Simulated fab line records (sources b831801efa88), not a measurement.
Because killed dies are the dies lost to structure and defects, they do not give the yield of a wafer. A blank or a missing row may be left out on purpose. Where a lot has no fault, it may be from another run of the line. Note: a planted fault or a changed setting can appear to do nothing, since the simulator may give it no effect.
What tool caused it?    flow sky130    11 lots with 33 wafers sampled at 5 steps, on a route of 708 steps

== WHAT THE GAUGES READ, wafer by wafer ==
SKY_POLY_GATE_THK_MEAS_21.
lot   measured      on             POLY_GATE_OXIDATION_THK (nm)
L408  day 16 13:17  film-metro-03  4.03 3.91 4.00
L409  day 17 02:14  film-metro-02  4.09 4.11 4.05
L410  day 17 10:04  film-metro-03  3.99 3.99 3.82
L411  day 17 21:52  film-metro-03  4.05 4.01 4.00
L414  day 19 00:59  film-metro-01  4.04 3.96 4.04
L418  day 20 10:37  film-metro-03  3.97 3.98 3.99
L424  day 22 16:29  film-metro-02  2.07 2.14 2.10 2.14 2.09 2.06
L425  day 22 20:20  film-metro-02  2.09 2.21 2.05 2.11 2.17 2.08
L429  day 24 04:44  film-metro-01  3.95 3.99 4.02
L428  day 24 08:11  film-metro-02  3.97 3.93 4.01
L430  day 24 20:05  film-metro-01  3.91 3.97 3.97

SKY_METAL1_CD_MEAS_15: target cd 140 nm.
lot   measured      on         cd-nm (nm)
L408  day 32 18:23  cd-sem-01  141.7 142.1 141.1
L409  day 33 08:14  cd-sem-01  144.1 143.0 142.2
L410  day 33 14:38  cd-sem-01  140.5 141.0 140.2
L411  day 33 23:47  cd-sem-01  140.2 140.6 139.1
L414  day 35 01:23  cd-sem-02  138.8 138.4 137.8
L418  day 36 06:41  cd-sem-02  141.6 141.1 139.1
L424  day 38 02:59  cd-sem-02  139.0 137.5 139.3
L425  day 38 04:56  cd-sem-02  140.3 139.4 140.3
L429  day 39 05:26  cd-sem-01  139.9 141.0 141.1
L428  day 39 12:02  cd-sem-02  137.7 137.9 138.5
L430  day 39 21:17  cd-sem-01  140.6 140.7 141.7

== WHAT TOOL EACH LOT RAN ON (gives the tool, then ch and the chambers of the sampled wafers, and finally the start) ==
lot   SKY_POLY_GATE_OXIDATION_20     SKY_LOCAL_INTERCONNECT_STRIP_15       SKY_METAL1_SPUTTER_00
L408  furnace-01 ch 0, day 16 12:02  plasma-asher-04 ch 0,1, day 30 09:08  pvd-sputter-04, day 31 15:22
L409  furnace-01 ch 0, day 17 00:58  plasma-asher-04 ch 0,1, day 30 22:17  pvd-sputter-03, day 32 05:02
L410  furnace-02 ch 0, day 17 08:49  plasma-asher-02 ch 0,1, day 31 05:51  pvd-sputter-01, day 32 11:58
L411  furnace-02 ch 0, day 17 20:37  plasma-asher-04 ch 0,1, day 31 16:03  pvd-sputter-03, day 32 21:40
L414  furnace-01 ch 0, day 18 23:44  plasma-asher-01 ch 0,1, day 32 17:05  pvd-sputter-04, day 33 22:17
L418  furnace-01 ch 0, day 20 09:22  plasma-asher-04 ch 0,1, day 33 22:15  pvd-sputter-01, day 35 04:01
L424  furnace-02 ch 0, day 22 15:14  plasma-asher-01 ch 0,1, day 35 22:35  pvd-sputter-01, day 37 02:48
L425  furnace-02 ch 0, day 22 19:05  plasma-asher-04 ch 0,1, day 35 22:50  pvd-sputter-01, day 37 03:56
L429  furnace-01 ch 0, day 24 03:29  plasma-asher-02 ch 0,1, day 37 02:04  pvd-sputter-01, day 38 06:01
L428  furnace-01 ch 0, day 24 06:56  plasma-asher-04 ch 0,1, day 37 07:47  pvd-sputter-03, day 38 11:23
L430  furnace-01 ch 0, day 24 18:50  plasma-asher-02 ch 0,1, day 37 16:49  pvd-sputter-03, day 38 20:47
- SKY_POLY_GATE_OXIDATION_20: stabilise 600 s, purge 300 s, target thk 4 nm.
- SKY_LOCAL_INTERCONNECT_STRIP_15: strips in O2/N2.
- SKY_METAL1_SPUTTER_00: material Ti, target thk 15 nm, time 10 s.

== WHAT THE TOOLS THEMSELVES READ (means of the sampled wafers that have a number; where no wafer has one, the mark that the record gives instead) ==
SKY_POLY_GATE_OXIDATION_20.
lot   tool        spike-tc-bottom-C (C)  spike-tc-centre-C (C)  spike-tc-lower-C (C)  spike-tc-top-C (C)  spike-tc-upper-C (C)  tube-center-temp-C (C)  tube_center_temp_C_max  zone-power-bottom-pct (%)  zone-power-top-pct (%)  zone-power-upper-pct (%)
L408  furnace-01  865.5                  849.8                  851.6                 861.9               848.5                 850                     851.8                   24.3                       30.0                    13.1
L409  furnace-01  864.4                  851.5                  851.3                 862.1               849.5                 850                     852.0                   24.5                       30.5                    13.1
L410  furnace-02  870.0                  850.7                  850.2                 857.0               848.0                 850                     852.1                   25.3                       31.5                    15.0
L411  furnace-02  869.7                  849.7                  850.5                 857.3               848.2                 850                     852.2                   25.4                       31.6                    14.9
L414  furnace-01  865.1                  851.0                  850.9                 861.1               850.3                 850                     852.0                   24.7                       30.3                    13.1
L418  furnace-01  864.9                  850.9                  851.4                 862.2               849.8                 850                     852.1                   24.4                       30.1                    13.1
L424  furnace-02  824.5                  804.8                  805.0                 812.1               802.7                 805                     806.5                   22.5                       28.7                    13.2
L425  furnace-02  825.4                  805.3                  804.1                 812.3               802.0                 804                     806.4                   22.3                       29.1                    13.2
L429  furnace-01  864.9                  850.3                  850.8                 861.9               848.5                 850                     852.5                   24.5                       30.0                    12.9
L428  furnace-01  864.0                  850.7                  851.0                 861.9               849.2                 850                     852.0                   24.8                       30.2                    13.3
L430  furnace-01  865.4                  851.2                  850.7                 861.4               848.9                 850                     852.9                   24.6                       30.3                    13.2

SKY_LOCAL_INTERCONNECT_STRIP_15.
lot   tool             drypump-motor-current-A (A)  oes-product-au (a.u.)  strip-time-to-endpoint-s (s)
L408  plasma-asher-04  5.3                          0.430                  4.731
L409  plasma-asher-04  5.2                          0.428                  4.730
L410  plasma-asher-02  5.6                          0.425                  4.712
L411  plasma-asher-04  5.2                          0.427                  4.680
L414  plasma-asher-01  5.6                          0.421                  4.732
L418  plasma-asher-04  5.3                          0.428                  4.742
L424  plasma-asher-01  5.6                          0.426                  4.739
L425  plasma-asher-04  5.2                          0.426                  4.711
L429  plasma-asher-02  5.6                          0.426                  4.696
L428  plasma-asher-04  5.1                          0.426                  4.718
L430  plasma-asher-02  5.7                          0.426                  4.715

SKY_METAL1_SPUTTER_00.
lot   tool            throttle-valve-pct (%)
L408  pvd-sputter-04  30.7
L409  pvd-sputter-03  30.7
L410  pvd-sputter-01  29.7
L411  pvd-sputter-03  31.3
L414  pvd-sputter-04  30.0
L418  pvd-sputter-01  30.7
L424  pvd-sputter-01  30.1
L425  pvd-sputter-01  30.2
L429  pvd-sputter-01  30.6
L428  pvd-sputter-03  30.1
L430  pvd-sputter-03  29.6

== THE ANSWER, worked out from the rows above alone ==
Rule: the lots themselves supply what counts as usual. Put in order of their means at a reading, lots are off if they are a third of the lots or fewer, leave a main group of 4 or more, and stand apart from it by a gap of 3 or more times the standard deviation of the main group's means; of several such gaps the widest counts. If all means in a main group match to the digits the tables above print for the reading, that group is not used. Also off: a lot with no number at a reading for which 4 or more lots have one. All remaining lots with rows at the step are treated as sound. First the gauges in route order, then the tools' own readings, where a lot's mean is used as printed above. At the first step where some lot is off, the reading lying furthest off is the one used; lots without a number count as furthest.
Off: at SKY_POLY_GATE_THK_MEAS_21 (POLY_GATE_OXIDATION_THK), L424, L425. Mean 3.99 nm and standard deviation 0.042 in the main group.
If a tool, at a process step before that reading, ran all the lots that are off and no sound lot after the first of them, it fits. Not tried: the gauges at SKY_POLY_GATE_THK_MEAS_21; whatever is off there is also off at SKY_POLY_GATE_OXIDATION_20, on other tools, and gauge error can't account for it. One fits: furnace-02 at SKY_POLY_GATE_OXIDATION_20. A fault onset in the window from L411 (day 17 20:37, its last sound lot) to L424 (day 22 15:14, its first lot off) fits.
The tool's own readings at SKY_POLY_GATE_OXIDATION_20 bear it out: on the lots that are off they differ by more than 5 times the standard deviation of the sound lots' means. spike-tc-bottom-C reads 825.0 C there against 866.0 C on the sound lots; spike-tc-centre-C reads 805.0 C there against 850.6 C on the sound lots; spike-tc-lower-C reads 804.5 C there against 850.9 C on the sound lots; spike-tc-top-C reads 812.2 C there against 860.8 C on the sound lots; spike-tc-upper-C reads 802.4 C there against 849.0 C on the sound lots; tube-center-temp-C reads 804 C there against 850 C on the sound lots; tube_center_temp_C_max reads 806.5 there against 852.2 on the sound lots; zone-power-bottom-pct reads 22.4 % there against 24.7 % on the sound lots.

== WHAT THE SIMULATOR HAD INSERTED ==
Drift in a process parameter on furnace-02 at SKY_POLY_GATE_OXIDATION_20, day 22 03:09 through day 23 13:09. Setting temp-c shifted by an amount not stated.
Lots struck among those shown: L424, L425. The rule given above showed the same thing.
